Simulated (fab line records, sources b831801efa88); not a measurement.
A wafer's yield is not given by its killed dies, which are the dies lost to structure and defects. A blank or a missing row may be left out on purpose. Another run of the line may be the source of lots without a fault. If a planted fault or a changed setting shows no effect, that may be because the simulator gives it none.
Which tool is to blame? | flow sfqLine | Sampling: 14 lots, 42 wafers, 6 of 325 route steps

== WHAT EACH GAUGE READ, for each wafer ==
Not one reading of a measure or inspect step in the record can be checked against a usual standard deviation.

== EACH LOT AND THE TOOL THAT RAN IT (in order: tool; ch and the chambers of the sampled wafers; start) ==
lot  | SFQ_TRILAYER_M3_STRIP_STRIP_079  | SFQ_TRILAYER_I3_VIA_BARC_OPEN_VIA_ETCH_121 | SFQ_TRILAYER_I4_CMP_CMP_100   | SFQ_TRILAYER_I4_METRO_MEASURE_101 | SFQ_TRILAYER_I4_VIA_ETCH_VIA_ETCH_106 | SFQ_TRILAYER_I4_VIA_STRIP_STRIP_107
L886 | rieMetal-01 ch 0,1, day 30 10:20 | rieDiel-01 ch 1,2,3, day 30 23:18          | cmp-02 ch 0,1,3, day 36 21:44 | filmMetro-03, day 37 00:28        | rieDiel-01 ch 0,1,3, day 42 22:43     | rieMetal-04 ch 0,1, day 42 23:01
L887 | rieMetal-01 ch 0,1, day 30 22:17 | rieDiel-03 ch 0,1,3, day 31 10:14          | cmp-01 ch 0,1,2, day 36 21:43 | filmMetro-04, day 37 00:20        | rieDiel-03 ch 0,1,3, day 42 23:55     | rieMetal-01 ch 0, day 43 00:01
L888 | rieMetal-03 ch 0,1, day 39 05:28 | rieDiel-03 ch 1,2,3, day 39 14:19          | cmp-02 ch 1,2, day 40 05:04   | filmMetro-03, day 40 08:11        | rieDiel-03 ch 1,2, day 46 06:04       | rieMetal-01 ch 0, day 46 06:11
L892 | rieMetal-01 ch 0, day 45 05:12   | rieDiel-03 ch 2,3, day 45 13:16            | cmp-01 ch 0,1,3, day 45 20:27 | filmMetro-04, day 45 23:34        | rieDiel-02 ch 1,3, day 50 13:35       | rieMetal-04 ch 0,1, day 50 13:41
L895 | rieMetal-03 ch 0,1, day 46 08:37 | rieDiel-04 ch 0,1,2, day 46 21:04          | cmp-02 ch 0,1,3, day 47 02:45 | filmMetro-04, day 47 05:22        | rieDiel-02 ch 0,1,3, day 52 19:35     | rieMetal-01 ch 0,1, day 52 19:41
L896 | rieMetal-01 ch 0,1, day 47 03:46 | rieDiel-03 ch 1,2,3, day 47 16:20          | cmp-02 ch 0,1,3, day 47 22:09 | filmMetro-04, day 48 01:16        | rieDiel-01 ch 0,2,3, day 53 13:35     | rieMetal-01 ch 0,1, day 53 13:41
L902 | rieMetal-01 ch 0,1, day 49 14:05 | rieDiel-03 ch 0,2,3, day 50 01:05          | cmp-02 ch 2,3, day 51 06:04   | filmMetro-04, day 51 08:53        | rieDiel-01 ch 0,2,3, day 57 06:13     | rieMetal-02 ch 0,1, day 57 06:20
L903 | rieMetal-04 ch 0,1, day 49 20:05 | rieDiel-04 ch 1,2,3, day 50 06:38          | cmp-01 ch 0,1,2, day 51 08:27 | filmMetro-03, day 51 10:44        | rieDiel-03 ch 0,2,3, day 57 08:37     | rieMetal-04 ch 0,1, day 57 08:44
L904 | rieMetal-01 ch 1, day 50 05:59   | rieDiel-03 ch 1,3, day 51 05:51            | cmp-01 ch 0,1,3, day 51 17:37 | filmMetro-03, day 51 19:44        | rieDiel-01 ch 2,3, day 57 17:01       | rieMetal-02 ch 0, day 57 17:08
L905 | rieMetal-01 ch 1, day 50 12:23   | rieDiel-04 ch 1,2, day 51 08:15            | cmp-01 ch 0,2, day 51 20:07   | filmMetro-03, day 51 23:08        | rieDiel-02 ch 0,3, day 57 21:49       | rieMetal-04 ch 0,1, day 57 22:08
L906 | rieMetal-01 ch 1, day 50 20:55   | rieDiel-01 ch 0,2,3, day 51 09:27          | cmp-02 ch 0,2,3, day 51 21:34 | filmMetro-04, day 51 23:41        | rieDiel-03 ch 0,1,2, day 57 23:01     | rieMetal-02 ch 0, day 57 23:08
L907 | rieMetal-04 ch 1, day 51 04:31   | rieDiel-04 ch 0,2,3, day 51 15:11          | cmp-02 ch 0,1,3, day 52 00:34 | filmMetro-03, day 52 02:53        | rieDiel-01 ch 0,1, day 58 00:13       | rieMetal-04 ch 0,1, day 58 00:20
L908 | rieMetal-03 ch 0,1, day 51 11:19 | rieDiel-01 ch 0,1,3, day 51 21:11          | cmp-02 ch 0,1,2, day 52 06:04 | filmMetro-02, day 52 08:53        | rieDiel-01 ch 0,2,3, day 58 12:08     | rieMetal-02 ch 0,1, day 58 12:15
L909 | rieMetal-01 ch 0,1, day 51 12:31 | rieDiel-03 ch 0,1,2, day 52 00:55          | cmp-01 ch 2,3, day 52 07:37   | filmMetro-04, day 52 10:44        | rieDiel-02 ch 0,2, day 58 13:20       | rieMetal-01 ch 1, day 58 13:27
- SFQ_TRILAYER_M3_STRIP_STRIP_079: strips in O2.
- SFQ_TRILAYER_I3_VIA_BARC_OPEN_VIA_ETCH_121: etches BARC in O2, target depth 125 nm, time 41.7 s.
- SFQ_TRILAYER_I4_CMP_CMP_100: polishes SiO2.
- SFQ_TRILAYER_I4_METRO_MEASURE_101
- SFQ_TRILAYER_I4_VIA_ETCH_VIA_ETCH_106: etches SiO2 in CHF3, stops on Nb, target depth 260 nm.
- SFQ_TRILAYER_I4_VIA_STRIP_STRIP_107: strips in O2.

== WHAT THE TOOLS THEMSELVES READ (means of the sampled wafers that have a number; where no wafer has one, the mark that the record gives instead) ==
SFQ_TRILAYER_M3_STRIP_STRIP_079. Usual: drypumpMotorCurrentA 5.6 A, standard deviation 0.41; oesProductAu 1.000 a.u., standard deviation 0.0075.
lot  | tool        | drypumpMotorCurrentA (A) | oesProductAu (a.u.) | flag
L886 | rieMetal-01 | 5.5                      | 0.998               | 
L887 | rieMetal-01 | 5.7                      | 0.996               | 
L888 | rieMetal-03 | 5.7                      | 0.992               | 
L892 | rieMetal-01 | 5.2                      | 0.997               | 
L895 | rieMetal-03 | 5.2                      | 0.997               | 
L896 | rieMetal-01 | 5.5                      | 1.001               | 
L902 | rieMetal-01 | 5.5                      | 1.001               | 
L903 | rieMetal-04 | 5.6                      | 1.015               | 
L904 | rieMetal-01 | 6.0                      | 0.999               | 
L905 | rieMetal-01 | 6.0                      | 1.000               | 
L906 | rieMetal-01 | 6.0                      | 0.996               | 
L907 | rieMetal-04 | 5.7                      | 1.013               | 
L908 | rieMetal-03 | 5.3                      | 0.995               | 
L909 | rieMetal-01 | 5.7                      | 0.996               | 

SFQ_TRILAYER_I3_VIA_BARC_OPEN_VIA_ETCH_121. Usual: biasW 79.99 W, standard deviation 0.25; drypumpMotorCurrentA 5.8 A, standard deviation 0.61; oesProductAu 0.685 a.u., standard deviation 0.0044.
lot  | tool       | biasW (W) | drypumpMotorCurrentA (A) | oesProductAu (a.u.) | flag
L886 | rieDiel-01 | 80.22     | 5.6                      | 0.686               | 
L887 | rieDiel-03 | 79.91     | 6.3                      | 0.689               | 
L888 | rieDiel-03 | 80.09     | 6.3                      | 0.685               | 
L892 | rieDiel-03 | 80.02     | 6.2                      | 0.684               | 
L895 | rieDiel-04 | 80.29     | 5.0                      | 0.687               | 
L896 | rieDiel-03 | 80.02     | 6.3                      | 0.689               | 
L902 | rieDiel-03 | 80.15     | 6.1                      | 0.685               | 
L903 | rieDiel-04 | 79.82     | 5.4                      | 0.686               | 
L904 | rieDiel-03 | 80.19     | 6.5                      | 0.683               | 
L905 | rieDiel-04 | 80.01     | 5.0                      | 0.685               | 
L906 | rieDiel-01 | 79.95     | 5.8                      | 0.686               | 
L907 | rieDiel-04 | 79.82     | 5.4                      | 0.689               | 
L908 | rieDiel-01 | 80.02     | 5.5                      | 0.689               | 
L909 | rieDiel-03 | 80.08     | 6.4                      | 0.685               | 

SFQ_TRILAYER_I4_CMP_CMP_100. Usual: motorCurrentA 10.0 A, standard deviation 1; timeToEndpointS 211 s, standard deviation 6.8.
lot  | tool   | motorCurrentA (A) | timeToEndpointS (s) | flag
L886 | cmp-02 | 10.0              | 217                 | 
L887 | cmp-01 | 9.2               | 209                 | 
L888 | cmp-02 | 11.3              | 206                 | 
L892 | cmp-01 | 9.4               | 206                 | 
L895 | cmp-02 | 10.0              | 239                 | OFF
L896 | cmp-02 | 10.5              | 235                 | OFF
L902 | cmp-02 | 11.5              | 208                 | 
L903 | cmp-01 | 9.0               | 210                 | 
L904 | cmp-01 | 9.3               | 214                 | 
L905 | cmp-01 | 9.6               | 217                 | 
L906 | cmp-02 | 10.1              | 206                 | 
L907 | cmp-02 | 10.3              | 207                 | 
L908 | cmp-02 | 10.6              | 207                 | 
L909 | cmp-01 | 9.6               | 211                 | 

SFQ_TRILAYER_I4_METRO_MEASURE_101. Usual: 199.7 nm for thkNm, sd 1.1.
lot  | tool         | thkNm (nm) | flag
L886 | filmMetro-03 | 200.3      | 
L887 | filmMetro-04 | 198.8      | 
L888 | filmMetro-03 | 199.9      | 
L892 | filmMetro-04 | 198.8      | 
L895 | filmMetro-04 | 234.6      | OFF
L896 | filmMetro-04 | 234.8      | OFF
L902 | filmMetro-04 | 199.2      | 
L903 | filmMetro-03 | 199.8      | 
L904 | filmMetro-03 | 198.2      | 
L905 | filmMetro-03 | 200.8      | 
L906 | filmMetro-04 | 199.1      | 
L907 | filmMetro-03 | 199.7      | 
L908 | filmMetro-02 | 201.6      | 
L909 | filmMetro-04 | 199.8      | 

SFQ_TRILAYER_I4_VIA_ETCH_VIA_ETCH_106. Usual: biasW 80.00 W, standard deviation 0.25; drypumpMotorCurrentA 5.9 A, standard deviation 0.54; oesProductAu 0.854 a.u., standard deviation 0.005.
lot  | tool       | biasW (W) | drypumpMotorCurrentA (A) | oesProductAu (a.u.) | flag
L886 | rieDiel-01 | 79.87     | 5.5                      | 0.858               | 
L887 | rieDiel-03 | 79.98     | 6.3                      | 0.854               | 
L888 | rieDiel-03 | 79.84     | 6.7                      | 0.852               | 
L892 | rieDiel-02 | 80.35     | 5.4                      | 0.853               | 
L895 | rieDiel-02 | 79.79     | 5.5                      | 0.900               | OFF
L896 | rieDiel-01 | 80.11     | 5.8                      | 0.908               | OFF
L902 | rieDiel-01 | 80.00     | 5.8                      | 0.855               | 
L903 | rieDiel-03 | 80.03     | 6.1                      | 0.854               | 
L904 | rieDiel-01 | 80.03     | 5.9                      | 0.850               | 
L905 | rieDiel-02 | 80.00     | 5.8                      | 0.858               | 
L906 | rieDiel-03 | 79.98     | 6.5                      | 0.854               | 
L907 | rieDiel-01 | 80.10     | 5.2                      | 0.852               | 
L908 | rieDiel-01 | 79.68     | 5.8                      | 0.857               | 
L909 | rieDiel-02 | 79.95     | 6.1                      | 0.854               | 

SFQ_TRILAYER_I4_VIA_STRIP_STRIP_107. Usual: drypumpMotorCurrentA 5.60 A, standard deviation 0.23; oesProductAu 1.000 a.u., standard deviation 0.0089.
lot  | tool        | drypumpMotorCurrentA (A) | oesProductAu (a.u.) | flag
L886 | rieMetal-04 | 5.61                     | 1.008               | 
L887 | rieMetal-01 | 5.22                     | 0.999               | 
L888 | rieMetal-01 | 5.18                     | 0.995               | 
L892 | rieMetal-04 | 5.65                     | 1.004               | 
L895 | rieMetal-01 | 5.71                     | 1.000               | 
L896 | rieMetal-01 | 5.73                     | 1.008               | 
L902 | rieMetal-02 | 5.63                     | 1.000               | 
L903 | rieMetal-04 | 5.60                     | 0.999               | 
L904 | rieMetal-02 | 5.58                     | 1.008               | 
L905 | rieMetal-04 | 5.62                     | 0.993               | 
L906 | rieMetal-02 | 5.58                     | 0.999               | 
L907 | rieMetal-04 | 5.59                     | 0.989               | 
L908 | rieMetal-02 | 5.73                     | 1.002               | 
L909 | rieMetal-01 | 5.97                     | 1.009               | 

== THE ANSWER, worked out from the rows above alone ==
Rule: a lot counts as off when the mean over its wafers that have a number is more than 3 standard deviations away from the usual mean. Also off: a lot with no number at a reading for which 4 or more lots have one. Any other lot the step has rows for is counted as sound. First the gauges in route order, then the tools' own readings, where a lot's mean is used as printed above. The first step at which some lot is off is used, and at that step the reading that is off furthest; a lot without a number counts as furthest.
Off: L895, L896, at SFQ_TRILAYER_I4_CMP_CMP_100 (timeToEndpointS).
If a tool, at that step or one of the process steps before it, ran each lot that is off and ran no sound lot following the first of them, it fits. None of those tried fits.

== WHAT THE SIMULATOR PUT IN ==
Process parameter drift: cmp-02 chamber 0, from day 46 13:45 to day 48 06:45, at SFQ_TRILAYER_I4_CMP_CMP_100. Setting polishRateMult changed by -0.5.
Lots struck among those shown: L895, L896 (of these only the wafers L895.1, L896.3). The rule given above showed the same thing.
